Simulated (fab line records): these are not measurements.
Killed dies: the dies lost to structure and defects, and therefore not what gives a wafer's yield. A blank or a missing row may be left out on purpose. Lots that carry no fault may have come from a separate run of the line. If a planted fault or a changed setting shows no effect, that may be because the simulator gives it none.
A lot that was struck, set against a sound lot ; flow sky130 ; 15 out of 708 route steps
Sound: these wafers, L245.2, L245.4, L245.6. Struck: wafer L261.6 (L261.2, L261.4, from the same lot, were not struck and are left out); the cause is given at the end.
For every step that has rows: the tool of each side, followed by ch and its chambers, followed by its first start. Under that, the readings that differ: sound wafers ; struck wafers ; difference of the means ; sigmas: that difference in standard deviations of wafers without a fault.
alike: same words and numbers on both sides, and readings whose means sit less than 2 such deviations apart. not compared: any withheld reading, any reading some wafer has no value for, any bound like >300 that may hide the same value, and any number with overlapping values for which the record gives no deviation.
Wherever a step has rows on one side only, a row that says differs or no value, or a row with sigmas, the two part there. When numbers do not overlap yet have no deviation, they are printed without sigmas and do not part them. A reading that every wafer of one side lacks parts them only if that side has two wafers or more.

SKY_VIA1_BOW_MEAS_03:
  sound on film_metro-01, day 33 03:23; struck on film_metro-03, day 38 12:19
reading;sound;struck;difference;sigmas
VIA1_BOW (um);75 81 66;94;+20;+3
then, 8 steps without rows for these wafers: SKY_VIA1_DEHYDRATE_04 (time 60 s); SKY_VIA1_HMDS_05 (prime time 60 s); SKY_VIA1_COAT_06 (resist thk 60 nm); SKY_VIA1_COAT_07 (resist thk 450 nm); SKY_VIA1_SOFTBAKE_08 (time 90 s); SKY_VIA1_EXPOSE_09 (exposes mask VIM, target cd 150 nm); SKY_VIA1_PEB_10; SKY_VIA1_DEVELOP_11 (develop time 60 s).
SKY_VIA1_CD_MEAS_12: the cd target is 150 nm.
  sound on cd_sem-02, day 34 06:00; struck on cd_sem-02, day 39 13:03
  alike: cd_nm
SKY_VIA1_OVL_MEAS_13:
  sound on overlay-01, day 34 06:07; struck on overlay-02, day 39 13:10
  alike: VIA1_OVL
SKY_VIA1_ETCH_14: etches BARC in N2/H2, stops on SiO2, time 45.9 s, target depth 60 nm.
  sound on rie_diel-03 ch 1,2, day 34 06:08; struck on rie_diel-03 ch 3, day 39 13:11
reading;sound;struck;difference;sigmas
drypump_motor_current_A (A);5.1 5.4 5.1;6.4;+1.2;+2
run_length_s (s);74.4 73.2 74.5;73.0;-1.0;-2
  alike: oes_product_au, throttle_valve_pct
  not compared: rf_hours_counter_h
SKY_VIA1_ETCH_15: etches SiO2 in C4F8/O2/Ar, stops on TiN, target depth 351 nm, time 54 s.
  sound on rie_diel-03 ch 1,2, day 34 06:11; struck on rie_diel-03 ch 3, day 39 13:14
reading;sound;struck;difference;sigmas
run_length_s (s);83.1 81.6 82.3;78.2;-4.1;-9
model.etch.depth_nm (nm);346.6 345.5 345.9;328.5;-17.5;
model.VIA1.feature_depth_nm (nm);346.6 345.5 345.9;328.5;-17.5;
model.KrF-thick_of_VIA1_COAT_07.thk_nm (nm);320.4 324.9 319.8;328.1;+6.4;
  alike: oes_product_au
  not compared: rf_hours_counter_h
SKY_VIA1_STRIP_16: strips in O2/N2.
  sound on plasma_asher-04 ch 0,1, day 34 06:14; struck on plasma_asher-04 ch 1, day 39 13:17
reading;sound;struck;difference;sigmas
strip_time_to_endpoint_s (s);4.425 4.477 4.433;4.504;+0.059;+3
  alike: drypump_motor_current_A, o2_flow_sccm, oes_product_au
  not compared: rf_hours_counter_h
-- the record jumps here: 10 days lie between the struck wafers' starts before and after (it left off in module VIA1 and takes up again in module PAD_OPEN, whose first step shown is number 708 of the route) --
SKY_PAD_OPEN_PROBE_99:
  sound on prober-01, day 45 22:27; struck on prober-02, day 50 01:15
reading;sound;struck;difference;sigmas
killed_at_M4_up;1 2 2;6;+4;+2
  alike: defect_limited_yield, killed_at_M0_to_M3, killed_at_contacts, killed_at_front_end, killed_at_other, killed_dies, killed_open, killed_short, sort_bin_3_pad_short, sort_bin_5_function, sort_bin_6_memory, sort_n_pass, sort_yield_pct

== WHERE THEY PART ==
At SKY_VIA1_BOW_MEAS_03 first; at SKY_PAD_OPEN_PROBE_99 last (within this record only).

WHY: whatever the simulator had introduced
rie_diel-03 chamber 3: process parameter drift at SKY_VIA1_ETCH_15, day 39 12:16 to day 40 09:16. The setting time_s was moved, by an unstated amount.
